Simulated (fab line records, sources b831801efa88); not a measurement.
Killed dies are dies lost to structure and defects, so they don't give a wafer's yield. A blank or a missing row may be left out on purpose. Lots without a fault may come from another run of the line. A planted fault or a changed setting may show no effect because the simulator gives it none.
Split-lot experiment | flow gf180mcu | 5 lots, 23 wafers read, on a route of 602 steps

THE SPLIT
At GF_M2_EXPOSE_11 (exposes mask Metal2, target cd 280 nm), the setting dose_mj was moved away from the recipe's 28 on 11 of the 23 wafers read, by -5.0% to -2.9%. The other wafers ran this setting at the recipe's value.

FROM THE SPLIT TO THE READING: what the file shows between them, 2 steps
- GF_M2_PEB_12: peb time 90 s
- GF_M2_DEVELOP_13: develop time 60 s

THE READING
cd_nm, in nm, at GF_M2_CD_MEAS_14 (target cd 280 nm). Fault-free wafers of this fab line usually give 280.1 nm, standard deviation 1.3 nm.

wafer  | tool, chamber at the split | dose_mj as run | against the recipe | cd_nm, nm | against lot-mates on the recipe
L074.1 | krf_scanner-01, 0          | 28             | recipe             | 277.3     | -
L074.2 | krf_scanner-01, 0          | 26.8           | -4.3%              | 284.7     | +6.6
L074.3 | krf_scanner-01, 0          | 28             | recipe             | 278.9     | -
L074.5 | krf_scanner-01, 0          | 28             | recipe             | 278.1     | -
L074.6 | krf_scanner-01, 0          | 26.8           | -4.3%              | 285.5     | +7.4
L077.2 | krf_scanner-02, 0          | 27.19          | -2.9%              | 287.0     | +5.6
L077.3 | krf_scanner-02, 0          | 27.19          | -2.9%              | 285.7     | +4.2
L077.4 | krf_scanner-02, 0          | 28             | recipe             | 281.7     | -
L077.5 | krf_scanner-02, 0          | 28             | recipe             | 281.2     | -
L077.6 | krf_scanner-02, 0          | 27.19          | -2.9%              | 286.2     | +4.8
L079.1 | krf_scanner-01, 0          | 26.84          | -4.1%              | 285.9     | +5.6
L079.2 | krf_scanner-01, 0          | 26.84          | -4.1%              | 286.0     | +5.7
L079.3 | krf_scanner-01, 0          | 26.84          | -4.1%              | 286.4     | +6.1
L079.4 | krf_scanner-01, 0          | 28             | recipe             | 279.1     | -
L079.5 | krf_scanner-01, 0          | 28             | recipe             | 281.5     | -
L080.1 | krf_scanner-02, 0          | 26.6           | -5.0%              | 287.2     | +6.8
L080.2 | krf_scanner-02, 0          | 26.6           | -5.0%              | 288.4     | +8.0
L080.3 | krf_scanner-02, 0          | 28             | recipe             | 280.5     | -
L080.4 | krf_scanner-02, 0          | 26.6           | -5.0%              | 288.1     | +7.8
L080.6 | krf_scanner-02, 0          | 28             | recipe             | 280.2     | -
L082.1 | krf_scanner-02, 0          | 28             | recipe             | 280.9     | -
L082.3 | krf_scanner-02, 0          | 28             | recipe             | 280.7     | -
L082.5 | krf_scanner-02, 0          | 28             | recipe             | 281.4     | -

THE FIT
A straight line over all 23 wafers: cd_nm changes by -1.49 nm for each +1% of dose_mj; r = -0.92; the points scatter about the line by 1.4 nm.
The same after taking each lot's own level away (the mean of its wafers on the recipe; 23 wafers): -1.52 nm for each +1%; r = -0.98; scatter 0.64 nm.
On that fit, the largest move of dose_mj shifts the reading by 7.6 nm.
The lots' own levels span 278.10 to 281.45 nm, that is 2.6 times the standard deviation above.
So the lot-to-lot level changes the slope little: the two slopes agree.
Check: with one of the wafers moved furthest among these (-5.0%) left out of the fit, the line predicts +7.75 nm for it against its lot-mates. It came out at +6.85 nm against them.

OTHER SPLITS ON THESE WAFERS
These wafers also went through other splits before the reading. Each is held against what the fit with the lots' levels taken away leaves over:
other split on the same wafers       | wafers away from the commonest value | r with cd_nm (lot level and that fit taken away)
GF_CONTACT_CVD_00 sih4_flow_sccm     | 12                                   | +0.15
GF_CONTACT_CMP_04 leave_above_ref_nm | 5                                    | -0.06
GF_CONTACT_ETCH_16 ion_energy_ev     | 8                                    | +0.16
GF_V1_CMP_26 t_overpolish_s          | 5                                    | +0.09

THE WHOLE CHAIN: every reading that the file lists as answering this split, in the file's order
step                | what it does                                                                         | reading                                                   | change (the file's fit)              | r (the file's)
GF_M2_CD_MEAS_14    | target cd 280 nm                                                                     | cd_nm                                                     | -1.53 nm for each +1% of the setting | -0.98
GF_M2_METAL_ETCH_16 | etches the open film in Cl2/BCl3, stops on SiO2, target depth 627.5 nm, time 104.6 s | M2.cd_nm (the simulator's own value, which no gauge read) | -1.38 nm for each +1% of the setting | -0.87

THE FILE'S OWN FIT
cd_nm changes by -1.53 nm for each +1% of dose_mj, r = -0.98.
